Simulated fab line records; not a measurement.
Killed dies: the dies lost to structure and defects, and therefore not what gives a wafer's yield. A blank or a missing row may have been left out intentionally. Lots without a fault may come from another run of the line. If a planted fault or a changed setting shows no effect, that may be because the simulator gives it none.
What tool caused it?    flow sky130    12 lots with 36 wafers sampled at 5 steps, on a route of 708 steps

== WHAT EACH GAUGE READ, for each wafer ==
SKY_VT_ADJUST_NCORE_OVL_MEAS_08. Usual: for VT_ADJUST_NCORE_OVL the level is -0.4 nm and the standard deviation is 1.3.
lot   measured      on          VT_ADJUST_NCORE_OVL (nm)  flag
L791  day 9 11:02   overlay-01  0.4 1.4 0.7               
L794  day 10 01:49  overlay-01  1.4 1.4 -0.1              
L796  day 10 20:37  overlay-01  1.4 0.6 0.4               
L797  day 11 04:26  overlay-02  -3.0 1.4 -0.9             
L798  day 11 11:29  overlay-02  -0.4 -1.8 -0.6            
L799  day 11 17:26  overlay-02  0.9 -1.7 2.1              
L800  day 12 04:07  overlay-01  0.2 -0.3 -0.4             
L806  day 14 07:32  overlay-02  1.1 2.0 2.0               
L805  day 14 08:15  overlay-02  0.3 -1.5 -1.1             
L808  day 14 18:34  overlay-02  0.5 1.2 -0.4              
L809  day 15 01:19  overlay-01  -0.8 -1.1 -0.7            
L811  day 15 09:29  overlay-02  0.0 -0.8 -2.0             

SKY_VT_ADJUST_HVTR_TW_MEAS_11. Usual: for VT_ADJUST_HVTR_TW the level is 210.4 and the standard deviation is 1.2.
lot   measured      on            VT_ADJUST_HVTR_TW  flag
L791  day 10 08:24  filmMetro-02  209.8 211.1 209.8  
L794  day 11 00:08  filmMetro-01  211.1 212.5 211.4  
L796  day 11 21:00  filmMetro-01  211.5 212.6 211.1  
L797  day 12 05:39  filmMetro-04  211.4 210.9 211.5  
L798  day 12 12:29  filmMetro-01  207.7 207.5 209.2  
L799  day 12 18:50  filmMetro-02  208.6 208.8 208.2  
L800  day 13 05:19  filmMetro-02  210.3 210.9 211.3  
L806  day 15 10:42  filmMetro-02  223.8 224.0 223.7  OFF
L805  day 15 11:35  filmMetro-01  208.3 208.5 209.0  
L808  day 15 22:08  filmMetro-04  225.3 225.0 224.8  OFF
L809  day 16 05:02  filmMetro-02  210.9 212.6 211.7  
L811  day 16 13:42  filmMetro-01  209.2 209.9 209.7  

SKY_SONOS_TUNNEL_OVL_MEAS_08. Usual: for SONOS_TUNNEL_OVL the level is 0.2 nm and the standard deviation is 1.5.
lot   measured      on          SONOS_TUNNEL_OVL (nm)  flag
L791  day 12 08:19  overlay-01  -0.5 0.7 1.8           
L794  day 13 00:31  overlay-01  3.4 0.8 2.4            
L796  day 14 00:09  overlay-01  0.6 -2.2 -1.2          
L797  day 14 08:33  overlay-01  0.6 1.8 1.1            
L798  day 14 16:43  overlay-01  2.4 2.7 1.0            
L799  day 14 23:02  overlay-02  1.1 -0.5 0.2           
L800  day 15 10:16  overlay-02  0.9 -0.1 -2.1          
L806  day 17 19:59  overlay-01  0.1 -0.9 -1.4          
L805  day 17 20:17  overlay-01  0.1 -0.2 -0.9          
L808  day 18 07:28  overlay-02  -0.5 -2.5 -2.1         
L809  day 18 15:29  overlay-02  -2.0 -1.1 -0.8         
L811  day 19 01:24  overlay-02  -2.1 -1.3 -0.3         

== WHICH TOOL RAN EACH LOT (tool, then ch and the chambers of the sampled wafers, then the start) ==
lot   SKY_VT_ADJUST_NCORE_STRIP_10         SKY_VT_ADJUST_HVTR_IMPLANT_09
L791  plasmaAsher-03 ch 0,1, day 9 11:13   implanter-01 ch 0, day 10 08:10
L794  plasmaAsher-04 ch 0,1, day 10 01:59  implanter-04 ch 0, day 10 23:53
L796  plasmaAsher-02 ch 1, day 10 20:47    implanter-01 ch 0, day 11 20:46
L797  plasmaAsher-03 ch 0,1, day 11 04:37  implanter-03 ch 0, day 12 05:25
L798  plasmaAsher-03 ch 0,1, day 11 11:41  implanter-03 ch 0, day 12 12:14
L799  plasmaAsher-04 ch 0,1, day 11 17:38  implanter-01 ch 0, day 12 18:35
L800  plasmaAsher-04 ch 0,1, day 12 04:23  implanter-04 ch 0, day 13 05:05
L806  plasmaAsher-04 ch 0,1, day 14 07:43  implanter-01 ch 0, day 15 10:28
L805  plasmaAsher-03 ch 0,1, day 14 08:26  implanter-04 ch 0, day 15 11:21
L808  plasmaAsher-02 ch 0,1, day 14 18:46  implanter-01 ch 0, day 15 21:53
L809  plasmaAsher-02 ch 0,1, day 15 01:31  implanter-04 ch 0, day 16 04:47
L811  plasmaAsher-02 ch 0,1, day 15 09:40  implanter-03 ch 0, day 16 13:28
- SKY_VT_ADJUST_NCORE_STRIP_10: strips in O2/N2.
- SKY_VT_ADJUST_HVTR_IMPLANT_09

== AS READ BY THE TOOLS THEMSELVES (means over the sampled wafers that have a number; for cases with no such wafer, the mark the record gives instead) ==
SKY_VT_ADJUST_NCORE_STRIP_10. Usual: drypumpMotorCurrentA 5.8 A, standard deviation 0.36; n2FlowSccm 300.0 sccm, standard deviation 0.83; oesProductAu 0.716 a.u., standard deviation 0.0049; stripTimeToEndpointS 14.18 s, standard deviation 0.04.
lot   tool            drypumpMotorCurrentA (A)  n2FlowSccm (sccm)  oesProductAu (a.u.)  stripTimeToEndpointS (s)  flag
L791  plasmaAsher-03  6.0                       299.6              0.714                14.13                     
L794  plasmaAsher-04  5.8                       299.3              0.713                14.22                     
L796  plasmaAsher-02  6.1                       299.5              0.714                14.18                     
L797  plasmaAsher-03  6.0                       300.2              0.719                14.23                     
L798  plasmaAsher-03  6.3                       300.1              0.714                14.21                     
L799  plasmaAsher-04  5.8                       299.8              0.720                14.22                     
L800  plasmaAsher-04  5.8                       301.3              0.720                14.22                     
L806  plasmaAsher-04  5.8                       300.0              0.713                14.15                     
L805  plasmaAsher-03  6.0                       300.0              0.716                14.16                     
L808  plasmaAsher-02  5.8                       300.5              0.717                14.12                     
L809  plasmaAsher-02  5.6                       300.5              0.717                14.17                     
L811  plasmaAsher-02  5.8                       299.9              0.714                14.24                     

SKY_VT_ADJUST_HVTR_IMPLANT_09. Usual: beamOnS 9.99 s, standard deviation 0.19; endStationPressureTorr 5.02e-06 Torr, standard deviation 2.7e-07; faradayCurrentUA 11.85, standard deviation 0.22.
lot   tool          beamOnS (s)  endStationPressureTorr (Torr)  faradayCurrentUA  flag
L791  implanter-01  10.16        5.14e-06                       11.66             
L794  implanter-04  9.88         5.09e-06                       11.98             
L796  implanter-01  9.95         5.00e-06                       11.87             
L797  implanter-03  10.09        5.42e-06                       11.72             
L798  implanter-03  10.01        4.71e-06                       11.84             
L799  implanter-01  9.80         4.95e-06                       12.07             
L800  implanter-04  10.06        4.95e-06                       11.81             
L806  implanter-01  12.25        1.07e-04                       9.72              OFF
L805  implanter-04  10.11        4.85e-06                       11.72             
L808  implanter-01  12.41        1.15e-04                       9.65              OFF
L809  implanter-04  10.04        5.09e-06                       11.84             
L811  implanter-03  10.04        4.81e-06                       11.82             

== THE ANSWER, worked out from the rows above alone ==
Rule: a lot is off if the mean of its wafers that have a number lies more than 3 standard deviations from the usual mean. A lot without any number at a reading at which 4 lots or more have one is off too. All remaining lots with rows at the step are treated as sound. Order of review: gauges by route order, followed by the tools' own readings, for which a lot's mean as printed above is used. The first step at which some lot is off is used, and at that step the reading that is off furthest; a lot without a number counts as furthest.
Off: L806, L808, seen at SKY_VT_ADJUST_HVTR_TW_MEAS_11 (VT_ADJUST_HVTR_TW).
If a tool, at a process step before that reading, ran all the lots that are off and no sound lot after the first of them, it fits. Not tried: the gauges at SKY_VT_ADJUST_HVTR_TW_MEAS_11; whatever is off there is also off at SKY_VT_ADJUST_HVTR_IMPLANT_09, on other tools, and gauge error can't account for it. One fits: implanter-01 at SKY_VT_ADJUST_HVTR_IMPLANT_09. Its last sound lot is L799 (day 12 18:35), its first lot that is off L806 (day 15 10:28): a fault that began between those two fits.
The tool's own readings at SKY_VT_ADJUST_HVTR_IMPLANT_09 bear it out: on the lots that are off they differ by more than 5 times the standard deviation of the sound lots' means. beamOnS reads 12.33 s there against 10.01 s on the sound lots; endStationPressureTorr reads 1.11e-04 Torr there against 5.00e-06 Torr on the sound lots; faradayCurrentUA reads 9.69 there against 11.83 on the sound lots.

== WHAT THE SIMULATOR PUT IN ==
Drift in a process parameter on implanter-01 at SKY_VT_ADJUST_HVTR_IMPLANT_09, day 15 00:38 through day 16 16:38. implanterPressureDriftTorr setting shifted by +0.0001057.
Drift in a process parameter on implanter-01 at SKY_VT_ADJUST_HVTR_IMPLANT_09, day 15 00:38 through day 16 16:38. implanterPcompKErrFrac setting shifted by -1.
Lots struck among those shown: L806, L808. The rule above reached the same finding.
